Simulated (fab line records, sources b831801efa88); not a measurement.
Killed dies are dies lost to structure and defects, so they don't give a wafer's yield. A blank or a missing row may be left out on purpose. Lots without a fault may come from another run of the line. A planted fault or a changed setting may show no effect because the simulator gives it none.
Problem report in the 8D (eight disciplines) form, filled by code | flow sfq_line | the parts of the form that need people (team, actions taken, sign-off) are left out

1. THE PROBLEM
run_length_s at SFQ_TRILAYER_M3_ETCH_METAL_ETCH_078 reads a mean of 119.8 s on 2 wafers of 2 lots; wafers without a fault read 148.5 s with a standard deviation of 0.42. That is -68 standard deviations from the usual mean.
The step: etches Nb in Cl2/Ar, stops on SiO2, target depth 240 nm, time 120 s.
First seen on wafer L226.2, day 41 05:28, on rie_metal-02. The record holds 41 wafers of 14 lots with a number at this step. Rule for "out", or "out of limits": more than 4 standard deviations from the usual mean. The other wafers with a number count as sound.

2. WHAT IT IS AND WHAT IT IS NOT
question                    | is                           | is not
which readings at this step | run_length_s, oes_product_au | drypump_motor_current_A
which lots                  | L226, L229                   | L215, L216, L217, L218, L219, L220, L233, L234, L235, L236, L237, L238
which wafers of those lots  | L226.2, L229.4               | L226.1, L229.3, L229.6
read on which tools         | rie_metal-02                 | rie_metal-03, rie_metal-04
when                        | from day 41 05:28            | up to then (19 sound wafers); but 20 sound wafers of L229, L233, L234, L235, L236, L237, L238 came after

3. SUSPECTS, AND WHAT RULES EACH OUT
Counting: a tool at a process step up to the reading stays a suspect if it ran every lot that is out. Sound lots after the first of them don't rule it out here, since some wafers of a struck lot are sound.
- rie_metal-02 at SFQ_TRILAYER_M3_ETCH_METAL_ETCH_078 (etches Nb in Cl2/Ar, stops on SiO2, target depth 240 nm, time 120 s): kept. It ran every lot that is out, first L226 (day 41 05:28); its last sound lot up to then is L220 (day 38 19:08). Its own readings are out on those wafers: oes_product_au, run_length_s.
Left after counting: rie_metal-02 at SFQ_TRILAYER_M3_ETCH_METAL_ETCH_078.

4. THE CAUSE (what the simulator had put in)
Process parameter drift: rie_metal-02, from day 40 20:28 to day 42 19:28, at SFQ_TRILAYER_M3_ETCH_METAL_ETCH_078. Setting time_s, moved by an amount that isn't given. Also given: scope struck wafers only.
Counting left only this tool.

5. THE CHAIN OF EFFECTS, in route order
Each row: a reading whose mean over the struck wafers that have a number lies more than 3 standard deviations from the usual. Only readings for which the record gives a usual standard deviation are gone through. hours: the time from each lot's start at the first step in this table that gives one to its start at this step, as a median over the lots. sigmas: the change in usual standard deviations.
hours | step                                | reading        | usual      | on struck wafers | change | sigmas
0     | SFQ_TRILAYER_M3_ETCH_METAL_ETCH_078 | oes_product_au | 0.895 a.u. | 0.997            | +0.102 | +13
0     | SFQ_TRILAYER_M3_ETCH_METAL_ETCH_078 | run_length_s   | 148.5 s    | 119.8            | -28.8  | -68
The process steps in it:
- SFQ_TRILAYER_M3_ETCH_METAL_ETCH_078: etches Nb in Cl2/Ar, stops on SiO2, target depth 240 nm, time 120 s.

6. WHAT WOULD HAVE CAUGHT IT SOONER
In this record the first reading out of limits was taken at day 41 05:28, 9 hours after the fault began at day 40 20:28.
